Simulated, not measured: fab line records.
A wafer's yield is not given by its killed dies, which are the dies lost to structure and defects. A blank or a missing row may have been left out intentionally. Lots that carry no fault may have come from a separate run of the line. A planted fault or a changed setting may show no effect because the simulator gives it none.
fab line records + flow sfq_line
record:
- lots: 14
- wafers: 42
- last_day: 81
route steps=325 shown M0@29
lots untouched by any fault: they come from a run of this same line in which no faults occurred
start_h: start of the lot's first displayed wafer, in hours after the record's first day + wait_h: hours since the lot's step before + " the same as in the row above + L1.1+2: one row covering several wafers at once + - either no value or no given start + * or withheld: withheld + < > ~ a bound
route shown NAME@n: names a module that has steps shown in the file, with the first one's number in the route + usual: mean and standard deviation over wafers with no fault + same: alike in all rows + chamber/n: place in a boat + sites: each site's reading + _std_site: the values' standard deviation + _edge_site: mean of outer sites minus mean of inner sites + radius_mm: for every site, how far away it sits from the centre of the wafer + mask NAME#n: copy n + behind: the most recent tool/chamber to have shaped the wafer + hold: cause of the lot's hold/its duration in hours/its outcome + device: the n, p or np transistor that did not switch + end of line: tests of these same wafers at the route's end + a step with no rows: only its recipe + killed: the dies lost at the first sort to structure and to defects; this is not the yield of the wafer + map: the dies of a wafer, with x for killed, . for not killed, _ for no die there
set.NAME: the setting the step ran with; set.NAME@STEP: the setting that earlier step ran with + model.NAME: the simulator's own value behind a step, which no gauge read
a sample of lots followed through the steps of the route, with each step as a table and each wafer as a row
services: a tool's chamber out of use, with start hour (start_h, from the record's first day; less than 0 if before it), hours out, and reason
== steps ==
step: SFQ_TRILAYER_M0_DEP_SPUTTER_019
recipe:
- material: Nb
- base_pressure_pa: 1.33e-06
- chamber_pressure_pa: 0.1333
- substrate_temp_c: 20
- resputter_cathode_voltage_v: 400
- target_thk_nm: 200
- power_w: 2000
- time_s: 133.3
usual:
- throttle_valve_pct: 30.1/1.4
| lot.wafer | tool           | chamber | start_h | wait_h | throttle_valve_pct |
|-----------|----------------|---------|---------|--------|--------------------|
| L252.2    | pvd_sputter-06 | -       | 94.88   | 0.0    | 29.1               |
| L252.4    | "              | -       | "       | "      | 31.1               |
| L252.6    | "              | -       | "       | "      | 29.1               |
| L253.3    | pvd_sputter-03 | -       | 96.08   | 0.0    | 30.6               |
| L253.4    | "              | -       | "       | "      | 28.2               |
| L253.5    | "              | -       | "       | "      | 30.4               |
| L254.3    | pvd_sputter-04 | -       | 161.20  | 0.0    | 31.3               |
| L254.4    | "              | -       | "       | "      | 30.4               |
| L254.5    | "              | -       | "       | "      | 31.3               |
| L255.1    | pvd_sputter-04 | -       | 178.26  | 0.0    | 31.6               |
| L255.5    | "              | -       | "       | "      | 31.3               |
| L255.6    | "              | -       | "       | "      | 31.8               |
| L256.2    | pvd_sputter-06 | -       | 191.46  | 0.0    | 30.9               |
| L256.3    | "              | -       | "       | "      | 28.7               |
| L256.5    | "              | -       | "       | "      | 29.0               |
| L257.4    | pvd_sputter-03 | -       | 197.45  | 0.0    | 28.1               |
| L257.5    | "              | -       | "       | "      | 32.3               |
| L257.6    | "              | -       | "       | "      | 30.4               |
| L258.3    | pvd_sputter-06 | -       | 202.25  | 0.0    | 31.0               |
| L258.4    | "              | -       | "       | "      | 29.0               |
| L258.5    | "              | -       | "       | "      | 28.7               |
| L263.1    | pvd_sputter-03 | -       | 241.80  | 0.0    | 28.2               |
| L263.4    | "              | -       | "       | "      | 30.7               |
| L263.5    | "              | -       | "       | "      | 30.4               |
| L265.1    | pvd_sputter-03 | -       | 257.95  | 0.0    | 32.3               |
| L265.3    | "              | -       | "       | "      | 28.1               |
| L265.4    | "              | -       | "       | "      | 30.3               |
| L268.2    | pvd_sputter-06 | -       | 280.75  | 0.0    | 28.9               |
| L268.5    | "              | -       | "       | "      | 29.0               |
| L268.6    | "              | -       | "       | "      | 28.8               |
| L270.1    | pvd_sputter-06 | -       | 295.06  | 0.0    | 31.0               |
| L270.3    | "              | -       | "       | "      | 28.7               |
| L270.5    | "              | -       | "       | "      | 28.9               |
| L273.1    | pvd_sputter-06 | -       | 315.46  | 0.0    | 28.8               |
| L273.2    | "              | -       | "       | "      | 28.9               |
| L273.3    | "              | -       | "       | "      | 30.9               |
| L274.1    | pvd_sputter-06 | -       | 320.27  | 0.0    | 29.0               |
| L274.4    | "              | -       | "       | "      | 28.8               |
| L274.5    | "              | -       | "       | "      | 31.2               |
| L275.2    | pvd_sputter-04 | -       | 329.86  | 0.0    | 31.9               |
| L275.4    | "              | -       | "       | "      | 31.2               |
| L275.5    | "              | -       | "       | "      | 31.1               |
step: SFQ_M0_RS_MEAS_904
recipe:
- thk_meas_gauge: four-point-probe
- reads: Nb_of_TRILAYER_M0_DEP_SPUTTER_019
usual:
- M0_NB_RS: 0.884/0.011
| lot.wafer | tool          | chamber | start_h | wait_h | M0_NB_RS[ohm/sq] |
|-----------|---------------|---------|---------|--------|------------------|
| L252.2    | film_metro-04 | -       | 94.99   | 0.1    | 0.885            |
| L252.4    | "             | -       | "       | "      | 0.880            |
| L252.6    | "             | -       | "       | "      | 0.890            |
| L253.3    | film_metro-02 | -       | 96.21   | 0.1    | 0.882            |
| L253.4    | "             | -       | "       | "      | 0.882            |
| L253.5    | "             | -       | "       | "      | 0.885            |
| L254.3    | film_metro-04 | -       | 161.33  | 0.1    | 0.886            |
| L254.4    | "             | -       | "       | "      | 0.890            |
| L254.5    | "             | -       | "       | "      | 0.898            |
| L255.1    | film_metro-03 | -       | 178.36  | 0.0    | 0.899            |
| L255.5    | "             | -       | "       | "      | 0.908            |
| L255.6    | "             | -       | "       | "      | 0.902            |
| L256.2    | film_metro-04 | -       | 191.58  | 0.1    | 0.873            |
| L256.3    | "             | -       | "       | "      | 0.885            |
| L256.5    | "             | -       | "       | "      | 0.895            |
| L257.4    | film_metro-02 | -       | 197.60  | 0.1    | 0.879            |
| L257.5    | "             | -       | "       | "      | 0.878            |
| L257.6    | "             | -       | "       | "      | 0.875            |
| L258.3    | film_metro-04 | -       | 202.38  | 0.1    | 0.884            |
| L258.4    | "             | -       | "       | "      | 0.884            |
| L258.5    | "             | -       | "       | "      | 0.896            |
| L263.1    | film_metro-03 | -       | 241.89  | 0.0    | 0.892            |
| L263.4    | "             | -       | "       | "      | 1.022            |
| L263.5    | "             | -       | "       | "      | 0.888            |
| L265.1    | film_metro-03 | -       | 258.04  | 0.0    | 0.879            |
| L265.3    | "             | -       | "       | "      | 1.027            |
| L265.4    | "             | -       | "       | "      | 1.016            |
| L268.2    | film_metro-04 | -       | 280.86  | 0.1    | 0.866            |
| L268.5    | "             | -       | "       | "      | 0.870            |
| L268.6    | "             | -       | "       | "      | 0.883            |
| L270.1    | film_metro-02 | -       | 295.15  | 0.0    | 0.883            |
| L270.3    | "             | -       | "       | "      | 0.887            |
| L270.5    | "             | -       | "       | "      | 0.890            |
| L273.1    | film_metro-04 | -       | 315.55  | 0.0    | 0.870            |
| L273.2    | "             | -       | "       | "      | 0.874            |
| L273.3    | "             | -       | "       | "      | 0.882            |
| L274.1    | film_metro-03 | -       | 320.37  | 0.0    | 0.881            |
| L274.4    | "             | -       | "       | "      | 0.865            |
| L274.5    | "             | -       | "       | "      | 0.876            |
| L275.2    | film_metro-04 | -       | 329.97  | 0.1    | 0.880            |
| L275.4    | "             | -       | "       | "      | 0.885            |
| L275.5    | "             | -       | "       | "      | 0.888            |
step: SFQ_TRILAYER_M0_ETCH_METAL_ETCH_024
recipe:
- target: Nb
- stop_on: SiO2
- mask_material: PR
- chemistry: Cl2/Ar
- target_depth_nm: 240
- icp_w: 600
- bias_w: 80
- pressure_mtorr: 10
- time_s: 120
usual:
- drypump_motor_current_A: 5.9/0.31
- oes_product_au: 0.898/0.0077
| lot.wafer | tool         | chamber | start_h | wait_h | drypump_motor_current_A | oes_product_au | rf_hours_counter_h |
|-----------|--------------|---------|---------|--------|-------------------------|----------------|--------------------|
| L252.2    | rie_metal-03 | 1       | 184.62  | 0.0    | 6.3                     | 0.900          | 9                  |
| L252.4    | "            | 0       | "       | "      | 5.5                     | 0.891          | -                  |
| L252.6    | "            | 0       | "       | "      | 5.5                     | 0.897          | -                  |
| L253.3    | rie_metal-03 | 1       | 187.06  | 0.1    | 6.3                     | 0.898          | -                  |
| L253.4    | "            | 0       | "       | "      | 5.5                     | 0.904          | -                  |
| L253.5    | "            | 0       | "       | "      | 5.6                     | 0.902          | -                  |
| L254.3    | rie_metal-04 | 0       | 262.06  | 0.1    | 6.3                     | 0.890          | -                  |
| L254.4    | "            | 0       | "       | "      | 6.3                     | 0.899          | -                  |
| L254.5    | "            | 0       | "       | "      | 6.3                     | 0.890          | -                  |
| L255.1    | rie_metal-01 | 0       | 277.52  | 0.0    | 5.8                     | 0.891          | 51                 |
| L255.5    | "            | 1       | "       | "      | 5.7                     | 0.881          | -                  |
| L255.6    | "            | 0       | "       | "      | 5.7                     | 0.891          | -                  |
| L256.2    | rie_metal-03 | 1       | 293.12  | 0.0    | 6.3                     | 0.903          | 24                 |
| L256.3    | "            | 0       | "       | "      | 5.5                     | 0.890          | -                  |
| L256.5    | "            | 1       | "       | "      | 6.3                     | 0.897          | -                  |
| L257.4    | rie_metal-01 | 1       | 294.36  | 0.1    | 5.7                     | 0.894          | -                  |
| L257.5    | "            | 1       | "       | "      | 5.7                     | 0.902          | -                  |
| L257.6    | "            | 0       | "       | "      | 5.8                     | 0.900          | -                  |
| L258.3    | rie_metal-03 | 1       | 295.56  | 0.1    | 6.3                     | 0.902          | -                  |
| L258.4    | "            | 0       | "       | "      | 5.5                     | 0.898          | -                  |
| L258.5    | "            | 1       | "       | "      | 6.3                     | 0.887          | -                  |
| L263.1    | rie_metal-04 | 0       | 301.52  | 0.0    | 6.3                     | 0.899          | 115                |
| L263.4    | "            | 1       | "       | "      | 5.7                     | 0.831          | -                  |
| L263.5    | "            | 0       | "       | "      | 6.3                     | 0.895          | -                  |
| L265.1    | rie_metal-01 | 1       | 305.13  | 0.0    | 5.7                     | 0.906          | 91                 |
| L265.3    | "            | 0       | "       | "      | 5.8                     | 0.824          | -                  |
| L265.4    | "            | 1       | "       | "      | 5.8                     | 0.830          | -                  |
| L268.2    | rie_metal-03 | 0       | 308.72  | 0.0    | 5.6                     | 0.909          | 69                 |
| L268.5    | "            | 1       | "       | "      | 6.3                     | 0.906          | -                  |
| L268.6    | "            | 0       | "       | "      | 5.6                     | 0.900          | -                  |
| L270.1    | rie_metal-01 | 1       | 311.33  | 0.0    | 5.7                     | 0.890          | 92                 |
| L270.3    | "            | 1       | "       | "      | 5.7                     | 0.897          | -                  |
| L270.5    | "            | 1       | "       | "      | 5.7                     | 0.893          | -                  |
| L273.1    | rie_metal-01 | 0       | 318.08  | 0.0    | 5.8                     | 0.901          | 59                 |
| L273.2    | "            | 1       | "       | "      | 5.7                     | 0.899          | 93                 |
| L273.3    | "            | 0       | "       | "      | 5.8                     | 0.898          | -                  |
| L274.1    | rie_metal-03 | 0       | 322.89  | 0.0    | 5.6                     | 0.900          | 72                 |
| L274.4    | "            | 0       | "       | "      | 5.5                     | 0.912          | -                  |
| L274.5    | "            | 0       | "       | "      | 5.6                     | 0.902          | -                  |
| L275.2    | rie_metal-01 | 1       | 332.48  | 0.0    | 5.7                     | 0.897          | 96                 |
| L275.4    | "            | 0       | "       | "      | 5.8                     | 0.909          | -                  |
| L275.5    | "            | 0       | "       | "      | 5.8                     | 0.895          | -                  |
== services ==
| tool           | chamber | start_h | hours | kind           |
|----------------|---------|---------|-------|----------------|
| rie_metal-03   | 1       | 88.44   | 22.6  | repair         |
| rie_metal-03   | 0       | 89.76   | 2.1   | repair         |
| pvd_sputter-06 | -       | 104.58  | 1.2   | repair         |
| rie_metal-03   | 1       | 111.08  | -     | clean          |
| rie_metal-03   | 1       | 111.08  | 13.3  | scheduled_down |
| rie_metal-03   | 1       | 111.08  | 13.3  | vent_cycle     |
| pvd_sputter-04 | -       | 123.44  | 7.9   | repair         |
| pvd_sputter-03 | -       | 189.83  | 4.6   | repair         |
| pvd_sputter-04 | -       | 201.76  | 7.9   | repair         |
| rie_metal-04   | 1       | 246.56  | 21.5  | repair         |
| rie_metal-03   | 1       | 270.88  | 12.7  | repair         |
| pvd_sputter-04 | -       | 272.09  | 2.9   | repair         |
| pvd_sputter-03 | -       | 287.11  | 3.2   | repair         |
| pvd_sputter-04 | -       | 293.06  | 34.3  | repair         |
| pvd_sputter-04 | -       | 325.80  | 3.1   | repair         |
== key ==
first_sign:
- step: SFQ_M0_RS_MEAS_904
- reading: M0_NB_RS
- direction: up
- sigmas: 13
- usual: 0.884
- struck: 1.022
effect:
- step: SFQ_TRILAYER_M0_ETCH_METAL_ETCH_024
- reading: oes_product_au
- direction: down
- sigmas: 9
- usual: 0.898
- struck: 0.828
met_at SFQ_TRILAYER_M0_DEP_SPUTTER_019
struck_lots L263,L265
struck_wafers L263.4,L265.3,L265.4
onset_between 197.45 241.80
fault:
- kind: process_parameter_drift
- tool: pvd_sputter-03
- chamber: -
- onset_h: 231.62
- steps: SFQ_TRILAYER_M0_DEP_SPUTTER_019
- channel: time_s
- offset: *
- shape: step
- end_h: 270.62
- scope: struck_wafers_only
- acts_in: *
- stated: *
